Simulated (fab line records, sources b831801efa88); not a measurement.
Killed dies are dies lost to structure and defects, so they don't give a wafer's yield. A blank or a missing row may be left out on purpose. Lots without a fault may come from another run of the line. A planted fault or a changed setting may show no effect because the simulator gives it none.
Chamber matching | flow gf180mcu | GF_V4_ETCH_16 on rie_diel-03: 3 sister chambers
The step etches BARC in N2/H2. 14 wafers are shown with their chamber, then 7 later ones without.

WAFERS WITH THEIR CHAMBER
wafer  | chamber | drypump_motor_current_A (A) | rf_fwd_power_W (W) | chamber_pressure_mTorr (mTorr)
L377.1 | 2       | 5.61                        | 494.0              | 29.95
L377.2 | 0       | 5.82                        | 489.4              | 29.96
L377.3 | 1       | 5.73                        | 493.2              | 29.98
L378.2 | 0       | 5.84                        | 491.0              | 30.02
L378.3 | 1       | 5.76                        | 496.9              | 30.01
L378.5 | 1       | 5.74                        | 495.7              | 30.02
L379.1 | 1       | 5.74                        | 493.7              | 29.99
L379.2 | 2       | 5.62                        | 493.6              | 29.98
L379.4 | 0       | 5.84                        | 491.8              | 29.96
L381.1 | 1       | 5.74                        | 493.2              | 30.04
L381.3 | 2       | 5.63                        | 498.3              | 30.05
L381.6 | 0       | 5.84                        | 492.4              | 29.96
L394.1 | 1       | 5.74                        | 493.0              | 30.02
L394.4 | 0       | 5.81                        | 492.3              | 30.00

SIGNATURES (means of the wafers above)
reading                 | chamber 0 | chamber 1 | chamber 2 | scatter within a chamber
drypump_motor_current_A | 5.8300    | 5.7417    | 5.6200    | 0.0116
rf_fwd_power_W          | 491.380   | 494.283   | 495.300   | 1.73
chamber_pressure_mTorr  | 29.9800   | 30.0100   | 29.9933   | 0.0314
Rule: a wafer's distance from a chamber is the root of the sum, over the readings, of the square of ((its reading less the chamber's mean) divided by the reading's scatter). The wafer belongs to the nearest chamber; if the next one is less than 2 further off, it can't be placed. The scatter: the root of (the sum of the squares of (reading less its chamber's mean) over the shown wafers, divided by (wafers less chambers)).

WAFERS WITHOUT THEIR CHAMBER
wafer  | drypump_motor_current_A (A) | rf_fwd_power_W (W) | chamber_pressure_mTorr (mTorr)
L394.5 | 5.74                        | 495.6              | 30.00
L397.2 | 5.73                        | 496.2              | 29.96
L397.3 | 5.62                        | 496.5              | 30.01
L397.5 | 5.83                        | 492.2              | 30.00
L400.4 | 5.79                        | 490.2              | 29.97
L400.5 | 5.82                        | 488.0              | 30.01
L400.6 | 5.75                        | 494.8              | 30.01

WHICH CHAMBER EACH WENT THROUGH
wafer  | from the rows above     | in truth
L394.5 | 1                       | 1
L397.2 | 1                       | 1
L397.3 | 2                       | 2
L397.5 | 0                       | 0
L400.4 | can't be placed: 0 or 1 | 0
L400.5 | 0                       | 0
L400.6 | 1                       | 1
Placed correctly: 6 of 7. Can't be placed from these rows: 1 (the true chamber is among the candidates in 1). Placed wrongly: 0.
